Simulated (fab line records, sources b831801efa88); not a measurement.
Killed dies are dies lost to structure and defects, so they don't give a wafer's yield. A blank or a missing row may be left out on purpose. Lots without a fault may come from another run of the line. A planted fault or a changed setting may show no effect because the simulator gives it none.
fab line records | flow sky130
record lots=6 wafers=18 last_day=49
route steps=708 shown CONTACT@425 METAL1@434 PAD_OPEN@708
lots that met no fault: from a run of the same line without faults
start_h: hours from the record's first day to the start of the lot's first wafer shown | wait_h: hours since the lot's step before | " the same as in the row above | L1.1+2: a row that stands for several wafers | - no value, or no start given | * or withheld: withheld | < > ~ a bound
route shown NAME@n: a module of which the file shows steps, and the number in the route of the first | usual: mean/standard deviation of fault-free wafers | same: alike in all rows | chamber/n: place in a boat | sites: the reading at each site | _std_site: their standard deviation | _edge_site: outer sites' mean less inner sites' | radius_mm: how far each site lies from the wafer's centre | mask NAME#n: copy n | behind: the tool/chamber that last shaped the wafer | hold: why the lot was held/for how many hours/how that ended | device: the transistor (n, p or np) that didn't switch | end of line: the same wafers' tests at the end of the route | a step without rows: its recipe alone | killed: dies lost to structure and defects at the first sort, not the wafer's yield | map: a wafer's dies, x killed, . not, _ none there
set.NAME: the setting as run; set.NAME@STEP: as run at that earlier step | model.NAME: the simulator's own value behind a step, which no gauge read
lots at some steps of the route; a table a step, a row a wafer
services: from which hour (start_h, from the record's first day; less than 0 if before it) a tool's chamber was out of use, for how many hours, and why
## steps
# step SKY_CONTACT_STRIP_19
# recipe chemistry=O2/N2 power_w=1400 pressure_mtorr=1500 platen_temp_c=withheld o2_flow_sccm=3000 n2_flow_sccm=300 overash_fraction=0.5
# step SKY_CONTACT_STRIP_20
# recipe chemistry=post_etch_residue_remover time_s=1200 temp_c=72.5
# step SKY_CONTACT_CLEAN_21
# recipe chemistry=IPA time_s=180 temp_c=25
# step SKY_CONTACT_CLEAN_22
# recipe chemistry=O3/DIW dry=n2_spin
# step SKY_CONTACT_SPUTTER_23
# recipe material=TiN target_thk_nm=20 chamber_pressure_pa=5 power_w=4000 time_s=80
# usual chamber_pressure_pa=4.999/0.0094 throttle_valve_pct=29.6/1.2
# columns lot.wafer tool chamber start_h wait_h chamber_pressure_pa throttle_valve_pct
L275.1 pvd_sputter-02 - 816.28 0.0 5.002 32.0
L275.2 " - " " 4.990 29.2
L275.3 " - " " 5.005 28.7
L274.3 pvd_sputter-03 - 817.06 0.0 4.994 30.0
L274.5 " - " " 5.005 30.3
L274.6 " - " " 4.997 31.3
L277.3 pvd_sputter-03 - 843.01 0.0 4.990 29.7
L277.4 " - " " 4.994 31.1
L277.5 " - " " 4.992 29.9
L276.2 pvd_sputter-01 - 845.47 0.0 5.010 27.8
L276.4 " - " " 5.001 29.9
L276.5 " - " " 4.999 29.5
L279.1 pvd_sputter-01 - 863.72 0.0 4.996 27.8
L279.3 " - " " 5.010 29.6
L279.4 " - " " 4.986 29.6
L280.2 pvd_sputter-02 - 866.62 0.0 5.002 32.2
L280.4 " - " " 5.003 29.1
L280.6 " - " " 5.016 29.5
# step SKY_CONTACT_CVD_24
# recipe material=W target_thk_nm=340 time_s=102.12 temp_c=400 pressure_torr=40
# usual heater_power_w=867/33
# columns lot.wafer tool chamber start_h wait_h heater_power_w
L275.1 cvd_w-01 1 816.34 0.0 841
L275.2 " 0 " " 862
L275.3 " 0 " " 869
L274.3 cvd_w-02 0 817.16 0.1 907
L274.5 " 1 " " 870
L274.6 " 0 " " 931
L277.3 cvd_w-02 0 843.15 0.1 894
L277.4 " 0 " " 913
L277.5 " 0 " " 936
L276.2 cvd_w-01 1 845.53 0.0 846
L276.4 " 0 " " 852
L276.5 " 0 " " 837
L279.1 cvd_w-02 0 863.78 0.0 904
L279.3 " 0 " " 932
L279.4 " 0 " " 931
L280.2 cvd_w-02 1 866.68 0.0 870
L280.4 " 1 " " 906
L280.6 " 0 " " 921
# step SKY_CONTACT_RS_MEAS_25
# recipe thk_meas_gauge=four-point-probe reads=W_of_CONTACT_CVD_24+TiN_of_CONTACT_SPUTTER_23
# usual CONTACT_W_RS=0.3401/0.003
# columns lot.wafer tool chamber start_h wait_h CONTACT_W_RS[ohm/sq]
L275.1 film_metro-03 - 816.45 0.1 0.3370
L275.2 " - " " 0.3383
L275.3 " - " " 0.3353
L274.3 film_metro-03 - 817.28 0.1 0.3375
L274.5 " - " " 0.3400
L274.6 " - " " 0.3386
L277.3 film_metro-01 - 843.33 0.2 0.3358
L277.4 " - " " 0.3391
L277.5 " - " " 0.3384
L276.2 film_metro-03 - 845.66 0.1 0.3379
L276.4 " - " " 0.3339
L276.5 " - " " 0.3354
L279.1 film_metro-01 - 864.00 0.2 0.3382
L279.3 " - " " 0.3387
L279.4 " - " " 0.3428
L280.2 film_metro-02 - 866.81 0.1 0.3398
L280.4 " - " " 0.3377
L280.6 " - " " 0.3394
# step SKY_CONTACT_THK_MEAS_26
# recipe thk_meas_gauge=xrf reads=W_of_CONTACT_CVD_24
# usual CONTACT_W_THK=336/3.9
# columns lot.wafer tool chamber start_h wait_h CONTACT_W_THK[nm]
L275.1 film_metro-03 - 816.57 0.1 338
L275.2 " - " " 338
L275.3 " - " " 339
L274.3 film_metro-03 - 817.38 0.1 339
L274.5 " - " " 336
L274.6 " - " " 337
L277.3 film_metro-01 - 843.43 0.1 341
L277.4 " - " " 337
L277.5 " - " " 339
L276.2 film_metro-03 - 845.77 0.1 342
L276.4 " - " " 345
L276.5 " - " " 345
L279.1 film_metro-01 - 864.12 0.1 338
L279.3 " - " " 339
L279.4 " - " " 336
L280.2 film_metro-02 - 866.92 0.1 333
L280.4 " - " " 335
L280.6 " - " " 333
# step SKY_CONTACT_CMP_27
# recipe stop_on=SiO2 t_overpolish_s=15.41 down_force_psi=3.5 platen_rpm=60 target_thk_nm=0 pad_velocity_m_s=0.94248
# step SKY_METAL1_SPUTTER_00
# recipe material=Ti target_thk_nm=15 power_w=3000 time_s=10 chamber_pressure_pa=0.4
# step SKY_METAL1_SPUTTER_01
# recipe material=TiN target_thk_nm=20 power_w=6500 time_s=16.7 chamber_pressure_pa=0.4
# usual chamber_pressure_pa=0.4001/0.0009 throttle_valve_pct=29.4/1.1
# columns lot.wafer tool chamber start_h wait_h chamber_pressure_pa throttle_valve_pct
L275.1 pvd_sputter-04 - 816.96 0.0 0.3997 30.8
L275.2 " - " " 0.3992 28.8
L275.3 " - " " 0.3981 27.6
L274.3 pvd_sputter-04 - 817.74 0.0 0.4006 27.7
L274.5 " - " " 0.4004 27.5
L274.6 " - " " 0.4009 31.0
L277.3 pvd_sputter-04 - 843.79 0.0 0.4006 30.9
L277.4 " - " " 0.4014 28.6
L277.5 " - " " 0.3993 29.5
L276.2 pvd_sputter-03 - 846.85 0.0 0.3986 31.3
L276.4 " - " " 0.4020 30.1
L276.5 " - " " 0.3986 31.2
L279.1 pvd_sputter-04 - 864.50 0.0 0.3990 30.9
L279.3 " - " " 0.4006 28.9
L279.4 " - " " 0.4006 29.6
L280.2 pvd_sputter-01 - 867.29 0.0 0.4003 29.6
L280.4 " - " " 0.3978 29.7
L280.6 " - " " 0.4009 28.5
# step SKY_METAL1_SPUTTER_02
# recipe material=AlCu target_thk_nm=250 power_w=10600 time_s=13.3 chamber_pressure_pa=0.4
# usual chamber_pressure_pa=0.4001/0.00082 throttle_valve_pct=29.4/1.1
# columns lot.wafer tool chamber start_h wait_h chamber_pressure_pa throttle_valve_pct
L275.1 pvd_sputter-04 - 816.98 0.0 0.4005 30.9
L275.2 " - " " 0.4005 28.9
L275.3 " - " " 0.3990 27.6
L274.3 pvd_sputter-04 - 817.76 0.0 0.4016 27.6
L274.5 " - " " 0.4011 27.3
L274.6 " - " " 0.3996 31.1
L277.3 pvd_sputter-04 - 843.82 0.0 0.3991 30.9
L277.4 " - " " 0.4015 28.9
L277.5 " - " " 0.3991 29.5
L276.2 pvd_sputter-03 - 846.87 0.0 0.4012 31.2
L276.4 " - " " 0.4001 30.3
L276.5 " - " " 0.4004 31.1
L279.1 pvd_sputter-04 - 864.53 0.0 0.4014 30.8
L279.3 " - " " 0.3996 28.6
L279.4 " - " " 0.4002 29.5
L280.2 pvd_sputter-01 - 867.32 0.0 0.4000 29.5
L280.4 " - " " 0.4007 29.5
L280.6 " - " " 0.4003 28.8
# step SKY_METAL1_SPUTTER_03
# recipe material=Ti target_thk_nm=5 power_w=3000 time_s=3.3 chamber_pressure_pa=0.4
# usual chamber_pressure_pa=0.3999/0.00084 throttle_valve_pct=29.4/1.1
# columns lot.wafer tool chamber start_h wait_h chamber_pressure_pa throttle_valve_pct
L275.1 pvd_sputter-04 - 817.01 0.0 0.4002 31.1
L275.2 " - " " 0.4012 28.8
L275.3 " - " " 0.4000 27.5
L274.3 pvd_sputter-04 - 817.79 0.0 0.4005 27.3
L274.5 " - " " 0.3996 27.5
L274.6 " - " " 0.4003 31.2
L277.3 pvd_sputter-04 - 843.84 0.0 0.4597 28.8
L277.4 " - " " 0.4598 26.7
L277.5 " - " " 0.4594 27.7
L276.2 pvd_sputter-03 - 846.90 0.0 0.3992 31.1
L276.4 " - " " 0.3983 30.4
L276.5 " - " " 0.3997 31.3
L279.1 pvd_sputter-04 - 864.55 0.0 0.4587 28.9
L279.3 " - " " 0.4604 26.8
L279.4 " - " " 0.4587 27.8
L280.2 pvd_sputter-01 - 867.34 0.0 0.3991 29.8
L280.4 " - " " 0.3995 29.7
L280.6 " - " " 0.4016 28.6
# step SKY_METAL1_SPUTTER_04
# recipe material=TiN target_thk_nm=70 power_w=6500 time_s=58.3 chamber_pressure_pa=0.4
# usual chamber_pressure_pa=0.4000/0.00073 throttle_valve_pct=29.4/1.1
# columns lot.wafer tool chamber start_h wait_h chamber_pressure_pa throttle_valve_pct
L275.1 pvd_sputter-04 - 817.02 0.0 0.4006 30.9
L275.2 " - " " 0.4008 28.6
L275.3 " - " " 0.4012 27.4
L274.3 pvd_sputter-04 - 817.81 0.0 0.4007 27.5
L274.5 " - " " 0.4009 27.4
L274.6 " - " " 0.4003 30.9
L277.3 pvd_sputter-04 - 843.86 0.0 0.3999 31.2
L277.4 " - " " 0.4003 28.8
L277.5 " - " " 0.3994 29.9
L276.2 pvd_sputter-03 - 846.91 0.0 0.3994 31.2
L276.4 " - " " 0.4002 30.8
L276.5 " - " " 0.3986 31.2
L279.1 pvd_sputter-04 - 864.57 0.0 0.3999 31.1
L279.3 " - " " 0.4009 28.9
L279.4 " - " " 0.3995 29.5
L280.2 pvd_sputter-01 - 867.36 0.0 0.4005 29.5
L280.4 " - " " 0.4001 29.8
L280.6 " - " " 0.3992 28.3
# step SKY_PAD_OPEN_PROBE_99
# usual defect_limited_yield=82.9/1.7 killed_at_M0_to_M3=42/6.7 killed_at_M4_up=3.4/2 killed_at_contacts=24/5.1 killed_at_front_end=14/4.2 killed_at_other=0.2/0.49 killed_dies=84/8.4 killed_open=46/7 killed_short=39/5.8 sort_bin_3_pad_short=0.8/0.42 sort_bin_5_function=10.2/1.3 sort_bin_6_memory=6.1/1 sort_n_pass=408/8.4 sort_yield_pct=82.9/1.7
# same gross_dies=492 killed_at_back_side=0 sort_bin_4_leakage[%]=0 sort_bin_8_speed[%]=0
# columns lot.wafer tool chamber start_h wait_h defect_limited_yield[%] killed_at_M0_to_M3 killed_at_M4_up killed_at_contacts killed_at_front_end killed_at_other killed_dies killed_open killed_short sort_bin_3_pad_short[%] sort_bin_5_function[%] sort_bin_6_memory[%] sort_n_pass sort_yield_pct[%]
L275.1 prober-02 - 1136.31 0.1 84.3 35 6 14 22 0 77 42 35 0.6 9.8 5.3 415 84.3
L275.2 prober-02 - 1136.36 0.1 82.7 42 5 24 14 0 85 40 45 1.2 10.2 5.9 407 82.7
L275.3 prober-02 - 1136.41 0.2 86.6 33 2 20 10 1 66 34 32 0.4 8.7 4.3 426 86.6
L274.3 prober-01 - 1136.76 0.2 83.7 38 5 26 11 0 80 45 35 0.6 9.8 5.9 412 83.7
L274.5 prober-01 - 1136.86 0.2 83.3 38 5 26 12 1 82 43 39 0.2 10.0 6.5 410 83.3
L274.6 prober-01 - 1136.91 0.2 84.1 31 5 28 14 0 78 43 35 1.2 9.3 5.3 414 84.1
L277.3 prober-02 - 1156.52 0.2 82.3 51 4 23 9 0 87 47 40 0.6 11.8 5.3 405 82.3
L277.4 prober-02 - 1156.57 0.2 79.5 51 4 31 14 1 101 57 44 1.0 10.8 8.7 391 79.5
L277.5 prober-02 - 1156.62 0.2 84.1 44 3 16 13 2 78 37 41 1.6 8.3 5.9 414 84.1
L276.2 prober-01 - 1159.20 0.1 84.3 42 3 22 10 0 77 44 33 1.0 8.7 5.9 415 84.3
L276.4 prober-01 - 1159.30 0.2 79.9 53 4 30 12 0 99 69 30 0.8 13.8 5.5 393 79.9
L276.5 prober-01 - 1159.35 0.2 81.9 37 2 36 14 0 89 48 41 0.6 10.0 7.5 403 81.9
L279.1 prober-02 - 1170.41 0.1 85.8 35 3 22 9 1 70 35 35 0.6 8.5 5.1 422 85.8
L279.3 prober-02 - 1170.51 0.2 83.5 44 1 22 13 1 81 42 39 0.8 10.8 4.9 411 83.5
L279.4 prober-02 - 1170.56 0.2 79.9 50 2 28 19 0 99 54 45 1.4 13.0 5.7 393 79.9
L280.2 prober-02 - 1175.62 0.1 82.9 43 4 24 13 0 84 41 43 1.0 11.0 5.1 408 82.9
L280.4 prober-02 - 1175.72 0.2 83.1 45 3 18 17 0 83 42 41 0.2 11.6 5.1 409 83.1
L280.6 prober-02 - 1175.82 0.2 83.3 39 9 23 11 0 82 46 36 1.0 10.2 5.5 410 83.3
# killed by level:class
L275.1 FIELD_ISO:geometric_particle:open=10 VIA1:geometric_particle:open=6 FIELD_ISO:geometric_particle:short=5 VIA1:geometric_particle:short=5 VIA3:geometric_particle:open=5 METAL4:geometric_particle:short=5 LI_CONTACT:geometric_particle:open=4 CONTACT:geometric_particle:open=4
L275.2 VIA3:geometric_particle:open=7 FIELD_ISO:geometric_particle:short=6 LI_CONTACT:geometric_particle:open=6 VIA1:geometric_particle:open=6 LI_CONTACT:geometric_particle:short=5 CONTACT:geometric_particle:open=5 METAL1:geometric_particle:short=5 VIA2:geometric_particle:open=4
L275.3 CONTACT:geometric_particle:open=9 METAL2:geometric_particle:short=8 METAL1:geometric_particle:short=6 VIA1:geometric_particle:open=6 VIA2:geometric_particle:open=4 FIELD_ISO:geometric_particle:short=3 LI_CONTACT:geometric_particle:open=3 LOCAL_INTERCONNECT:geometric_particle:short=3
L274.3 CONTACT:geometric_particle:open=13 VIA3:geometric_particle:open=10 VIA1:geometric_particle:open=7 CONTACT:geometric_particle:short=6 VIA1:geometric_particle:short=6 LI_CONTACT:geometric_particle:open=5 FIELD_ISO:geometric_particle:open=4 FIELD_ISO:geometric_particle:short=3
L274.5 CONTACT:geometric_particle:open=9 LI_CONTACT:geometric_particle:open=8 VIA1:geometric_particle:open=8 METAL1:geometric_particle:short=6 LOCAL_INTERCONNECT:geometric_particle:short=5 VIA3:geometric_particle:open=5 METAL2:geometric_particle:short=5 METAL3:geometric_particle:short=4
L274.6 LI_CONTACT:geometric_particle:open=13 VIA1:geometric_particle:open=8 POLY_GATE:geometric_particle:short=6 CONTACT:geometric_particle:open=6 CONTACT:geometric_particle:short=5 METAL1:geometric_particle:short=4 VIA2:geometric_particle:short=4 VIA3:geometric_particle:open=4
L277.3 VIA1:geometric_particle:open=11 METAL2:geometric_particle:short=9 CONTACT:geometric_particle:open=8 VIA1:geometric_particle:short=7 LOCAL_INTERCONNECT:geometric_particle:short=6 VIA2:geometric_particle:open=6 METAL1:geometric_particle:short=5 VIA3:geometric_particle:open=5
L277.4 VIA1:geometric_particle:open=15 CONTACT:geometric_particle:open=12 LI_CONTACT:geometric_particle:open=7 CONTACT:geometric_particle:short=7 VIA2:geometric_particle:open=6 VIA2:geometric_particle:short=6 FIELD_ISO:geometric_particle:open=5 VIA1:geometric_particle:short=5
L277.5 VIA3:geometric_particle:open=7 CONTACT:geometric_particle:open=6 METAL2:geometric_particle:short=6 VIA2:geometric_particle:open=6 CONTACT:geometric_particle:short=5 METAL1:geometric_particle:short=5 VIA1:geometric_particle:short=5 FIELD_ISO:geometric_particle:short=4
L276.2 VIA1:geometric_particle:open=10 CONTACT:geometric_particle:open=8 LI_CONTACT:geometric_particle:open=7 VIA3:geometric_particle:open=6 VIA1:geometric_particle:short=5 VIA2:geometric_particle:open=5 VIA3:geometric_particle:short=5 POLY_CUT:geometric_particle:short=3
L276.4 VIA1:geometric_particle:open=22 CONTACT:geometric_particle:open=14 VIA3:geometric_particle:open=10 LI_CONTACT:geometric_particle:open=8 FIELD_ISO:geometric_particle:open=5 CONTACT:geometric_particle:short=4 VIA3:geometric_particle:short=4 METAL3:geometric_particle:short=4
L276.5 CONTACT:geometric_particle:open=15 VIA1:geometric_particle:open=11 LOCAL_INTERCONNECT:geometric_particle:short=8 CONTACT:geometric_particle:short=8 VIA3:geometric_particle:open=7 FIELD_ISO:geometric_particle:short=6 POLY_GATE:geometric_particle:open=4 VIA1:geometric_particle:short=4
L279.1 CONTACT:geometric_particle:open=9 METAL2:geometric_particle:short=8 VIA2:geometric_particle:open=7 CONTACT:geometric_particle:short=5 VIA3:geometric_particle:open=5 LOCAL_INTERCONNECT:geometric_particle:short=4 VIA1:geometric_particle:open=4 METAL3:geometric_particle:short=4
L279.3 VIA1:geometric_particle:open=10 LI_CONTACT:geometric_particle:open=8 VIA1:geometric_particle:short=8 CONTACT:geometric_particle:open=6 METAL1:geometric_particle:short=6 VIA3:geometric_particle:open=6 VIA2:geometric_particle:open=5 FIELD_ISO:geometric_particle:short=3
L279.4 VIA1:geometric_particle:open=16 CONTACT:geometric_particle:open=9 METAL2:geometric_particle:short=9 FIELD_ISO:geometric_particle:short=7 LI_CONTACT:geometric_particle:open=7 VIA1:geometric_particle:short=6 VIA3:geometric_particle:open=5 POLY_GATE:geometric_particle:open=4
L280.2 VIA1:geometric_particle:open=10 CONTACT:geometric_particle:open=8 VIA3:geometric_particle:open=7 FIELD_ISO:geometric_particle:short=5 VIA1:geometric_particle:short=5 LI_CONTACT:geometric_particle:open=5 CONTACT:geometric_particle:short=5 METAL1:geometric_particle:short=5
L280.4 VIA1:geometric_particle:open=12 FIELD_ISO:geometric_particle:open=7 FIELD_ISO:geometric_particle:short=7 LI_CONTACT:geometric_particle:open=7 VIA3:geometric_particle:short=6 VIA3:geometric_particle:open=6 METAL1:geometric_particle:short=5 VIA1:geometric_particle:short=4
L280.6 VIA3:geometric_particle:open=9 LI_CONTACT:geometric_particle:open=8 METAL2:geometric_particle:short=8 CONTACT:geometric_particle:open=7 VIA2:geometric_particle:open=7 METAL4:geometric_particle:short=6 FIELD_ISO:geometric_particle:short=4 LOCAL_INTERCONNECT:geometric_particle:short=4
## services
# columns tool chamber start_h hours kind
pvd_sputter-02 - 811.66 1.5 repair
pvd_sputter-01 - 814.61 11.5 repair
cvd_w-02 1 842.61 5.9 repair
pvd_sputter-02 - 850.15 3.1 repair
cvd_w-02 1 860.00 6.6 repair
## key
first_sign step=SKY_METAL1_SPUTTER_03 reading=chamber_pressure_pa direction=up sigmas=71 usual=0.3999 struck=0.4594
effect step=SKY_METAL1_SPUTTER_03 reading=throttle_valve_pct direction=down sigmas=1.5 usual=29.4 struck=27.8
met_at SKY_METAL1_SPUTTER_03
struck_wafers L277.3,L277.4,L277.5,L279.1,L279.3,L279.4
onset_between 817.79 843.84
fault kind=process_parameter_drift tool=pvd_sputter-04 chamber=- onset_h=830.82 steps=SKY_METAL1_SPUTTER_03 channel=chamber_pressure_pa offset=0.059703 shape=step end_h=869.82 acts_in=these_recipes_only stated=0.4
